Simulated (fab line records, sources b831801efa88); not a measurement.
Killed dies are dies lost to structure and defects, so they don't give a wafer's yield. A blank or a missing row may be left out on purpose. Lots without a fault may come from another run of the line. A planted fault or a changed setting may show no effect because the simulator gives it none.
Which tool did it? | flow sky130 | 7 lots, 21 wafers sampled, at 1 step of a route of 708

WHAT THE GAUGES READ, wafer by wafer
SKY_SONOS_ONO_THK_MEAS_03.
lot  | measured     | on            | SONOS_ONO_CVD_02_THK (nm)
L544 | day 12 01:21 | film_metro-01 | 10.43 10.34 10.40
L548 | day 13 05:25 | film_metro-01 | 10.62 10.67 10.59
L550 | day 13 21:32 | film_metro-02 | 10.87 10.97 10.90
L553 | day 15 00:47 | film_metro-02 | 10.33 10.34 10.45
L556 | day 15 20:01 | film_metro-02 | 10.56 10.59 10.57
L560 | day 17 07:43 | film_metro-01 | 10.56 10.58 10.60
L562 | day 18 04:25 | film_metro-02 | 10.60 10.64 10.80

WHICH TOOL RAN EACH LOT (tool, then ch and the chambers of the sampled wafers, then the start)
The record holds no process step before these readings.

THE ANSWER, worked out from the rows above alone
Rule: what is usual is taken from the lots themselves. Put in order of their means at a reading, lots are off if they are a third of the lots or fewer, leave a main group of 4 or more, and stand apart from it by a gap of 3 or more times the standard deviation of the main group's means; of several such gaps the widest counts. A main group whose means are all the same, to the digits that the tables above print for the reading, isn't used. A lot without any number at a reading at which 4 lots or more have one is off too. The other lots that the step has rows for count as sound.
No lot is off at any reading shown: from this, nothing can be told.

WHAT THE SIMULATOR HAD PUT IN
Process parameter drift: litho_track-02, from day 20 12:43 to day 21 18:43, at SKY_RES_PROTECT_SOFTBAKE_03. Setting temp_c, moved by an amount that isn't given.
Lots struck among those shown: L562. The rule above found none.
